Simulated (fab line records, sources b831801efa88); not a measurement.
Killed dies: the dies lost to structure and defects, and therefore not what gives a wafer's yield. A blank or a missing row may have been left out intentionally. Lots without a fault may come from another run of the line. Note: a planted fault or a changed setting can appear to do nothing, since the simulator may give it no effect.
Which tool is to blame?    flow gf180mcu    33 wafers from 11 lots sampled at 4 of the route's 602 steps

## WHAT THE GAUGES READ, wafer by wafer
GF_M3_CD_MEAS_14: target cd 280 nm.
lot   measured      on        cdNm (nm)
L311  day 21 23:47  cdSem-01  281.5 281.7 280.9
L312  day 22 12:40  cdSem-02  278.0 278.6 279.2
L313  day 22 23:28  cdSem-02  281.5 282.6 283.1
L315  day 23 04:07  cdSem-02  279.1 278.4 279.2
L317  day 24 06:13  cdSem-01  280.3 280.4 278.9
L320  day 24 16:55  cdSem-01  279.5 278.8 277.9
L326  day 26 21:24  cdSem-01  289.3 288.1 289.2 289.2 288.6 289.2
L327  day 27 05:19  cdSem-01  288.3 289.0 287.9 288.3 288.1 288.2
L328  day 27 09:39  cdSem-02  279.4 278.9 280.0
L331  day 28 05:07  cdSem-01  278.5 279.8 279.9
L332  day 28 10:46  cdSem-02  277.8 278.3 277.7

## WHAT TOOL EACH LOT RAN ON (gives the tool, then ch and the chambers of the sampled wafers, and finally the start)
lot   GF_V2_STRIP_18                       GF_M3_SPUTTER_03             GF_M3_SOFTBAKE_10
L311  plasmaAsher-04 ch 0,1, day 20 22:45  pvdSputter-04, day 21 00:08  lithoTrack-04 ch 0, day 21 11:53
L312  plasmaAsher-02 ch 0, day 21 11:40    pvdSputter-04, day 21 13:03  lithoTrack-04 ch 0, day 22 01:11
L313  plasmaAsher-03 ch 0,1, day 21 22:56  pvdSputter-04, day 22 00:19  lithoTrack-02 ch 0, day 22 11:43
L315  plasmaAsher-04 ch 0,1, day 22 03:46  pvdSputter-02, day 22 05:09  lithoTrack-03 ch 0, day 22 16:24
L317  plasmaAsher-03 ch 0,1, day 23 06:29  pvdSputter-02, day 23 08:02  lithoTrack-02 ch 0, day 23 18:58
L320  plasmaAsher-03 ch 0,1, day 23 18:21  pvdSputter-02, day 23 19:44  lithoTrack-04 ch 0, day 24 06:40
L326  plasmaAsher-03 ch 0,1, day 25 23:35  pvdSputter-03, day 26 01:01  lithoTrack-04 ch 0, day 26 11:13
L327  plasmaAsher-03 ch 0,1, day 26 07:19  pvdSputter-02, day 26 08:41  lithoTrack-04 ch 0, day 26 18:56
L328  plasmaAsher-04 ch 0,1, day 26 11:40  pvdSputter-04, day 26 13:03  lithoTrack-02 ch 0, day 26 23:04
L331  plasmaAsher-03 ch 0,1, day 27 07:47  pvdSputter-02, day 27 09:14  lithoTrack-02 ch 0, day 27 19:04
L332  plasmaAsher-02 ch 0,1, day 27 14:13  pvdSputter-03, day 27 15:36  lithoTrack-02 ch 0, day 28 01:16
- GF_V2_STRIP_18: strips in O2/N2.
- GF_M3_SPUTTER_03: material Ti, target thk 10 nm, time 6.7 s.
- GF_M3_SOFTBAKE_10: time 60 s.

## THE ANSWER, worked out from the rows above alone
Rule: the usual values come from the lots themselves. Put in order of their means at a reading, lots are off if they are a third of the lots or fewer, leave a main group of 4 or more, and stand apart from it by a gap of 3 or more times the standard deviation of the main group's means; of several such gaps the widest counts. If all means in a main group match to the digits the tables above print for the reading, that group is not used. Also off: a lot with no number at a reading for which 4 or more lots have one. Where the step has rows for the other lots, those lots are counted as sound.
Off at GF_M3_CD_MEAS_14 (cdNm): L326, L327. For the main group the mean is 279.6 nm and the standard deviation 1.3.
If a tool, at a process step before that reading, ran all the lots that are off and no sound lot after the first of them, it fits. The gauges at GF_M3_CD_MEAS_14 are tried like those tools. One candidate fits, namely lithoTrack-04 at GF_M3_SOFTBAKE_10. Its last sound lot is L320 (day 24 06:40), its first lot that is off L326 (day 26 11:13): a fault that began between those two fits.

## WHAT THE SIMULATOR HAD INSERTED
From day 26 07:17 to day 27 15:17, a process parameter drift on lithoTrack-04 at GF_M3_SOFTBAKE_10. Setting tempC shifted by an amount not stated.
Lots struck among those shown: L326, L327. The rule above reached the same finding.
